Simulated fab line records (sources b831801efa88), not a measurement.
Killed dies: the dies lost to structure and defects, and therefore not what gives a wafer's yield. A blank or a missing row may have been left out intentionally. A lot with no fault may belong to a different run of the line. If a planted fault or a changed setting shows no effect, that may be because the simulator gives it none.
A lot that was struck, set against a sound lot || flow sky130 || 17 steps out of a route of 708
Sound: wafers L436.1, L436.3, L436.4. Wafers L450.1, L450.2, L450.6 were the ones struck. The cause is given at the end.
Order at every step that has rows: each side's tool, ch and its chambers, its first start. Under that, the readings that differ: sound wafers || struck wafers || difference of the means || sigmas: that difference in standard deviations of wafers without a fault.
alike: words and numbers the same on both sides, and readings whose means are apart by under 2 such deviations; not compared: readings that were withheld, readings missing a value for some wafer, numbers with overlapping values and no deviation given by the record, and bounds like >300 which may hide the same value.
Wherever a step has rows on one side only, a row that says differs or no value, or a row with sigmas, the two part there. When numbers do not overlap yet have no deviation, they are printed without sigmas and do not part them. A reading that every wafer of one side lacks parts them only if that side has two wafers or more.

SKY_LDD_HVN_OVL_MEAS_07:
  sound on overlay-01, day 20 06:04; struck on overlay-02, day 26 07:58
  alike: LDD_HVN_OVL
following that, these wafers have no rows for 1 step: SKY_LDD_HVN_IMPLANT_08.
SKY_LDD_HVN_STRIP_09: strips in O2/N2.
  sound on plasma-asher-04 ch 0,1, day 20 06:15; struck on plasma-asher-03 ch 0,1, day 26 08:09
  alike: drypump-motor-current-A, oes-product-au, strip-time-to-endpoint-s
  not compared: rf-hours-counter-h
SKY_LDD_HVN_TW_MEAS_10:
  sound on film-metro-01, day 20 06:21; struck on film-metro-02, day 26 08:15
  alike: LDD_HVN_TW
then, 7 steps without rows for these wafers: SKY_LDD_HVP_DEHYDRATE_00 (time 60 s); SKY_LDD_HVP_HMDS_01 (prime time 60 s); SKY_LDD_HVP_COAT_02 (resist thk 300 nm); SKY_LDD_HVP_SOFTBAKE_03 (time 60 s); SKY_LDD_HVP_EXPOSE_04 (exposes mask HVPTM, target cd 700 nm); SKY_LDD_HVP_PEB_05; SKY_LDD_HVP_DEVELOP_06 (develop time 60 s).
SKY_LDD_HVP_OVL_MEAS_07:
  sound on overlay-02, day 21 13:10; struck on overlay-02, day 27 12:58
  alike: LDD_HVP_OVL
SKY_LDD_HVP_IMPLANT_08:
  sound on implanter-03 ch 0, day 21 13:12; struck on implanter-04 ch 0, day 27 13:00
SKY_LDD_HVP_STRIP_09: strips in O2/N2.
  sound on plasma-asher-01 ch 0,1, day 21 13:21; struck on plasma-asher-01 ch 0,1, day 27 13:09
{"reading": "strip-time-to-endpoint-s (s)", "sound": "4.133 4.091 4.111", "struck": "4.134 4.151 4.128", "difference": "+0.026", "sigmas": "+2"}
  alike: drypump-motor-current-A, oes-product-au
  not compared: rf-hours-counter-h
SKY_LDD_HVP_TW_MEAS_10:
  sound on film-metro-04, day 21 13:27; struck on film-metro-04, day 27 13:15
{"reading": "LDD_HVP_TW", "sound": "463 463 463", "struck": "452 453 451", "difference": -11, "sigmas": -4}
then, 1 step without rows for these wafers: SKY_LDD_LDN_DEHYDRATE_00 (time 60 s).
-- here the record skips 22 days between the struck wafers' starts before and after, leaving off in module LDD_LDN and picking up in module PAD_OPEN (first step shown: number 708 of the route) --
SKY_PAD_OPEN_PROBE_99:
  sound on prober-01, day 45 14:29; struck on prober-01, day 49 20:03
{"reading": "model.etest.tip_p_5v.rs-ohm-sq", "sound": "2880 2863 2877", "struck": "3078 3051 3064", "difference": "+191", "sigmas": ""}
{"reading": "model.etest.tip_p_5v.rs-ohm-sq-range", "sound": "85.64 64.25 76.26", "struck": "221.6 173 180.6", "difference": "+116.3", "sigmas": ""}
  alike: killed_at_M0_to_M3, killed_at_M4_up, killed-at-contacts, killed-at-front-end, killed-at-other, killed-dies, killed-on-rim, killed-open, killed-short
  not compared: model.etest.tip_p_5v.rs-ohm-sq-rim-less-centre

WHERE THEY PART
Earliest at SKY_LDD_HVP_STRIP_09; latest, in this record, at SKY_LDD_HVP_TW_MEAS_10. Later steps at which nothing parts them and some readings are alike: SKY_PAD_OPEN_PROBE_99.

WHY: what had been put in by the simulator
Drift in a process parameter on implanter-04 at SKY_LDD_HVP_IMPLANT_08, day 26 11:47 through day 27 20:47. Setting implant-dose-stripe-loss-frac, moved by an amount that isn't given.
